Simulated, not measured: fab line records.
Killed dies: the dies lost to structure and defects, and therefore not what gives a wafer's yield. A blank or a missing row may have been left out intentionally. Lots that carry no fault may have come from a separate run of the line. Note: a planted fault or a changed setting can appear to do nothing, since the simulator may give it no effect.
A lot that was struck, set against a sound lot    flow gf180mcu    15 out of 602 route steps
Sound: wafers L243.2, L243.5, L243.6. Struck: wafer L248.5 (left out: L248.6, a lot-mate that was not struck); the cause follows at the end.
Per side, at each step with rows, come the tool, then ch with its chambers, and then its first start. Under that, the readings that differ: sound wafers    struck wafers    difference of the means    sigmas: that difference in standard deviations of wafers without a fault.
alike: readings with means less than 2 such deviations apart, plus words and numbers identical on both sides. not compared: withheld readings, readings lacking a value on some wafer, bounds such as >300 that could conceal the same value, and numbers that have no deviation in the record and whose values overlap.
A row with sigmas, a row that says differs or no value, or rows on one side alone: a step with any of these is where the two part. Numbers that don't overlap but have no deviation are shown without sigmas and don't part them. A reading missing from all wafers of one side parts the sides only when that side holds two or more wafers.

GF_V5_ETCH_16: etches BARC in N2/H2.
  sound on rie_diel-01 ch 1,2,3, day 27 22:30; struck on rie_diel-02 ch 1, day 29 17:01
  alike: bias_w, drypump_motor_current_A, oes_product_au, throttle_valve_pct
GF_V5_ETCH_17: etches SiO2 in C4F8/O2/Ar, stops on TiN, target depth 855 nm.
  sound: rie_diel-01 ch 1,2,3; struck: rie_diel-02 ch 1
  alike: bias_w, oes_product_au
then, 3 steps without rows for these wafers: GF_V5_STRIP_18 (strips in O2/N2); GF_V5_STRIP_19 (strips in post etch residue remover, time 1200 s); GF_V5_CLEAN_20 (cleans in DIW).
GF_V5_SPUTTER_21: material Ti, target thk 15 nm, time 80.02 s.
  sound on pvd_sputter-03 at day 27 23:12; struck on pvd_sputter-03 at day 29 17:44
  alike: throttle_valve_pct
then, 2 steps without rows for these wafers: GF_V5_SPUTTER_22 (material TiN, target thk 10 nm, time 40 s); GF_V5_CVD_23 (deposits W, target thk 350 nm, time 104.9 s).
GF_V5_RS_MEAS_24: measures by four-point-probe.
  sound on film_metro-04 at day 27 23:26; struck on film_metro-03 at day 29 18:01
  alike: V5_W_RS
GF_V5_THK_MEAS_25: measures by xrf.
  sound on film_metro-04 at day 27 23:32; struck on film_metro-03 at day 29 18:05
  alike: V5_W_THK
GF_V5_CMP_26: polishes, stops on SiO2, t overpolish 15 s, target thk 0 nm.
  sound on cmp-01 ch 0,1,2, day 27 23:44; struck on cmp-02 ch 3, day 29 18:19
  alike: motor_current_A, overpolish_run_s, slurry_flow_ml_min, time_to_endpoint_s
GF_TOP_METAL_SPUTTER_00: material Ti, target thk 37.5 nm, time 150 s.
  sound on pvd_sputter-03 at day 27 23:53; struck on pvd_sputter-04 at day 29 18:28
reading                 sound           struck  difference  sigmas
throttle_valve_pct (%)  28.3 29.2 29.8  30.9    +1.8        +2
GF_TOP_METAL_SPUTTER_01: material TiN, target thk 30 nm, time 25 s.
  sound on pvd_sputter-03 at day 27 23:59; struck on pvd_sputter-04 at day 29 18:31
reading                                        sound             struck  difference  sigmas
model.TiN_of_TOP_METAL_SPUTTER_01.thk_nm (nm)  29.6 29.68 29.82  46.01   +16.31      
  alike: throttle_valve_pct
then, 1 step without rows for these wafers: GF_TOP_METAL_SPUTTER_02 (material AlCu, target thk 900 nm, time 47.82 s).
GF_PASSIVATION_PROBE_99:
  sound wafers here have rows in the record (prober-02, day 29 18:14); struck ones have none

WHERE THEY PART
First at GF_TOP_METAL_SPUTTER_00; last, within this record, at GF_PASSIVATION_PROBE_99.

WHY: the cause the simulator had injected
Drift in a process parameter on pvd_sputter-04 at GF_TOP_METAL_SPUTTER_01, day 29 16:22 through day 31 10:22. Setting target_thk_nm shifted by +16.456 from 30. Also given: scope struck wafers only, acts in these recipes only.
